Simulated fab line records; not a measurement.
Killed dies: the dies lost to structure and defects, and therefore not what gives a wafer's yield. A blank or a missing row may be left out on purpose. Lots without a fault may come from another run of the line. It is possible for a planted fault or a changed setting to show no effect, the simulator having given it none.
One fault through the eyes of 2 desks    flow gf180mcu    each desk has only its own numbers; what lay behind them comes last

== DESK OF THE TOOL OWNER: pvd sputter-04 ==
The tool's own readings at GF_M1_SPUTTER_00 (material Ti, target thk 37.5 nm, time 150 s): means of the sampled wafers that have a number, for each lot that ran on this tool. If a lot's mean is further than 4 standard deviations from the usual mean, the lot is out of limits and carries the mark OUT (the distance appears in the brackets).
Columns: A = cathode dc power W at GF_M1_SPUTTER_00, usual 4000.1 W; B = chamber pressure pa at GF_M1_SPUTTER_00, usual 2.000 Pa; C = throttle valve pct at GF_M1_SPUTTER_00, usual 30.3 %
lot   first seen here  A       B      C
L113  day 17 14:46     4000.5  1.998  30.4
L116  day 18 20:24     4000.4  2.001  30.3
L128  day 23 04:38     3999.8  2.003  30.4
L130  day 23 19:41     3999.8  1.997  30.4
Result from this desk: across the 4 lots, nothing is out of limits.

== AT THE METROLOGY DESK ==
Means of the sampled wafers that have a number, per lot and without regard to the tool the lot ran on: this is what the gauges read. If a lot's mean is further than 4 standard deviations from the usual mean, the lot is out of limits and carries the mark OUT (the distance appears in the brackets).
Columns: A = CONTACT_CVD_02_THK at GF_CONTACT_THK_MEAS_03, usual 860 nm
lot   first seen here  A
L109  day 15 03:41     859
L111  day 15 19:50     860
L113  day 16 13:33     858
L114  day 16 22:18     859
L115  day 17 09:02     865
L116  day 17 19:06     853
L117  day 18 04:19     845
L122  day 20 03:44     873
L123  day 20 08:13     868
L128  day 22 03:57     856
L129  day 22 13:01     865
L130  day 22 18:50     858
L131  day 23 01:50     870
L132  day 23 13:08     877
Result from this desk: across the 14 lots, nothing is out of limits.

== TAKEN TOGETHER ==
Nothing out of limits was seen by the tool owner's desk.
From the metrology desk's view, nothing was out of limits.

== WHAT THE SIMULATOR PUT IN ==
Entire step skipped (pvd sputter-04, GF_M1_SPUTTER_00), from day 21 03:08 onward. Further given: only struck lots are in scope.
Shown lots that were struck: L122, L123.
